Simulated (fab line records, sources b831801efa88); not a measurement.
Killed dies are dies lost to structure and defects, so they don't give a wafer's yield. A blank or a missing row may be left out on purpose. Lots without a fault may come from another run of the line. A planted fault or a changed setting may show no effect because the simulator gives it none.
Which tool did it? | flow sky130 | 12 lots, 36 wafers sampled, at 5 steps of a route of 708

WHAT THE GAUGES READ, wafer by wafer
SKY_RES_PROTECT_TW_MEAS_08.
lot  | measured     | on            | POLY_GATE_TW
L458 | day 16 00:35 | film_metro-03 | 4100 4081 4092
L461 | day 16 03:35 | film_metro-02 | 4041 4077 4061
L462 | day 16 23:38 | film_metro-02 | 4068 4059 4075
L465 | day 17 21:50 | film_metro-02 | 4041 4028 4046
L466 | day 17 23:38 | film_metro-03 | 4087 4062 4078
L467 | day 18 10:22 | film_metro-01 | 4075 4069 4086
L473 | day 20 15:07 | film_metro-03 | 4043 4028 4063
L474 | day 21 00:41 | film_metro-03 | 4059 4066 4063
L475 | day 21 09:50 | film_metro-03 | 4073 4056 4062
L476 | day 21 15:23 | film_metro-03 | 4078 4073 4106
L477 | day 22 13:01 | film_metro-02 | 4058 4039 4080
L479 | day 23 11:27 | film_metro-02 | 4098 4070 4100

SKY_POLY_GATE_THK_MEAS_21.
lot  | measured     | on            | POLY_GATE_OXIDATION_THK (nm)
L458 | day 17 14:17 | film_metro-04 | 4.00 4.01 3.89
L461 | day 17 14:17 | film_metro-01 | 4.00 3.95 3.90
L462 | day 18 12:43 | film_metro-01 | 4.16 4.02 4.09
L465 | day 19 08:05 | film_metro-04 | 4.13 4.06 4.08
L466 | day 19 11:56 | film_metro-01 | 4.01 4.06 4.14
L467 | day 19 21:46 | film_metro-04 | 3.91 3.94 3.95
L473 | day 22 01:04 | film_metro-04 | 3.98 3.98 4.00
L474 | day 22 10:35 | film_metro-04 | 4.09 4.02 4.14
L475 | day 22 19:59 | film_metro-04 | 3.97 3.93 3.99
L476 | day 23 01:02 | film_metro-01 | 3.97 3.91 4.01
L477 | day 23 22:25 | film_metro-04 | 4.00 4.02 3.98
L479 | day 24 20:23 | film_metro-01 | 4.04 4.06 4.04

SKY_LDD_HVN_OVL_MEAS_07.
lot  | measured     | on         | LDD_HVN_OVL (nm)
L458 | day 21 10:37 | overlay-01 | -0.6 -0.8 -0.8
L461 | day 21 11:17 | overlay-01 | -0.7 1.0 -1.2
L462 | day 22 08:28 | overlay-02 | 2.1 4.0 0.6
L465 | day 23 05:16 | overlay-02 | 1.7 1.6 3.2
L466 | day 23 07:25 | overlay-02 | 0.0 -0.5 0.3
L467 | day 23 17:08 | overlay-02 | 2.9 2.7 2.9
L473 | day 25 20:32 | overlay-01 | 0.6 -2.0 -1.0
L474 | day 26 06:56 | overlay-01 | 0.5 0.3 -0.6
L475 | day 26 14:29 | overlay-01 | 2.6 1.8 2.8
L476 | day 26 18:14 | overlay-02 | 1.7 -0.2 1.3
L477 | day 27 15:23 | overlay-01 | 5.2 1.7 4.3
L479 | day 28 11:35 | overlay-01 | 0.7 1.3 1.3

WHICH TOOL RAN EACH LOT (tool, then ch and the chambers of the sampled wafers, then the start)
lot  | SKY_LDD_N_COAT_02                 | SKY_LDD_N_STRIP_16
L458 | litho_track-04 ch 0, day 18 05:23 | plasma_asher-02 ch 0,1, day 18 22:16
L461 | litho_track-04 ch 0, day 18 06:01 | plasma_asher-03 ch 0,1, day 18 22:55
L462 | litho_track-03 ch 0, day 19 03:46 | plasma_asher-02 ch 0,1, day 19 20:10
L465 | litho_track-03 ch 0, day 19 23:28 | plasma_asher-02 ch 0,1, day 20 16:43
L466 | litho_track-03 ch 0, day 20 03:16 | plasma_asher-01 ch 1, day 20 19:04
L467 | litho_track-03 ch 0, day 20 12:43 | plasma_asher-02 ch 0,1, day 21 04:52
L473 | litho_track-03 ch 0, day 22 16:10 | plasma_asher-03 ch 0,1, day 23 08:43
L474 | litho_track-04 ch 0, day 23 01:47 | plasma_asher-02 ch 0,1, day 23 18:17
L475 | litho_track-03 ch 0, day 23 11:43 | plasma_asher-03 ch 0,1, day 24 03:40
L476 | litho_track-03 ch 0, day 23 15:51 | plasma_asher-03 ch 0,1, day 24 08:04
L477 | litho_track-02 ch 0, day 24 13:14 | plasma_asher-02 ch 0,1, day 25 04:40
L479 | litho_track-04 ch 0, day 25 10:01 | plasma_asher-01 ch 0,1, day 26 02:40
- SKY_LDD_N_COAT_02: resist thk 300 nm.
- SKY_LDD_N_STRIP_16: strips in O2/N2.

WHAT THE TOOLS THEMSELVES READ (means of the sampled wafers that have a number; where no wafer has one, the mark that the record gives instead)
SKY_LDD_N_COAT_02.
lot  | tool           | chill_plate_temp_C (C) | exhaust_pa (Pa)
L458 | litho_track-04 | 22.97                  | 43.3
L461 | litho_track-04 | 23.04                  | 45.8
L462 | litho_track-03 | 23.01                  | 43.9
L465 | litho_track-03 | 23.12                  | 45.2
L466 | litho_track-03 | 23.04                  | 44.3
L467 | litho_track-03 | 22.94                  | 43.7
L473 | litho_track-03 | 22.97                  | 45.7
L474 | litho_track-04 | 23.01                  | 45.5
L475 | litho_track-03 | 23.04                  | 45.6
L476 | litho_track-03 | 23.03                  | 45.7
L477 | litho_track-02 | 23.06                  | 43.1
L479 | litho_track-04 | 23.01                  | 44.5

SKY_LDD_N_STRIP_16.
lot  | tool            | drypump_motor_current_A (A) | n2_flow_sccm (sccm) | oes_product_au (a.u.) | strip_time_to_endpoint_s (s)
L458 | plasma_asher-02 | 5.6                         | 299.7               | 0.405                 | 4.319
L461 | plasma_asher-03 | 5.9                         | 299.6               | 0.408                 | 4.303
L462 | plasma_asher-02 | 5.6                         | 301.2               | 0.407                 | 4.299
L465 | plasma_asher-02 | 5.8                         | 300.0               | 0.407                 | 4.391
L466 | plasma_asher-01 | 5.9                         | 298.7               | 0.408                 | 4.372
L467 | plasma_asher-02 | 5.8                         | 299.4               | 0.410                 | 4.386
L473 | plasma_asher-03 | 5.9                         | 299.9               | 0.402                 | 4.322
L474 | plasma_asher-02 | 5.8                         | 301.2               | 0.398                 | 4.283
L475 | plasma_asher-03 | 5.9                         | 300.2               | 0.407                 | 4.303
L476 | plasma_asher-03 | 5.9                         | 300.4               | 0.402                 | 4.304
L477 | plasma_asher-02 | 5.6                         | 300.6               | 0.403                 | 4.315
L479 | plasma_asher-01 | 5.8                         | 300.3               | 0.408                 | 4.311

THE ANSWER, worked out from the rows above alone
Rule: what is usual is taken from the lots themselves. Put in order of their means at a reading, lots are off if they are a third of the lots or fewer, leave a main group of 4 or more, and stand apart from it by a gap of 3 or more times the standard deviation of the main group's means; of several such gaps the widest counts. A main group whose means are all the same, to the digits that the tables above print for the reading, isn't used. A lot without any number at a reading at which 4 lots or more have one is off too. The other lots that the step has rows for count as sound. The gauges are gone through in route order, then the tools' own readings, and for those a lot's mean is taken as printed above. The first step at which some lot is off is used, and at that step the reading that is off furthest; a lot without a number counts as furthest.
Off: L465, L466, L467, at SKY_LDD_N_STRIP_16 (strip_time_to_endpoint_s). The main group: mean 4.307 s, standard deviation 0.011.
A tool fits if, at that step or a process step before it, it ran every lot that is off, and no sound lot after the first of them. None of those tried fits.

WHAT THE SIMULATOR HAD PUT IN
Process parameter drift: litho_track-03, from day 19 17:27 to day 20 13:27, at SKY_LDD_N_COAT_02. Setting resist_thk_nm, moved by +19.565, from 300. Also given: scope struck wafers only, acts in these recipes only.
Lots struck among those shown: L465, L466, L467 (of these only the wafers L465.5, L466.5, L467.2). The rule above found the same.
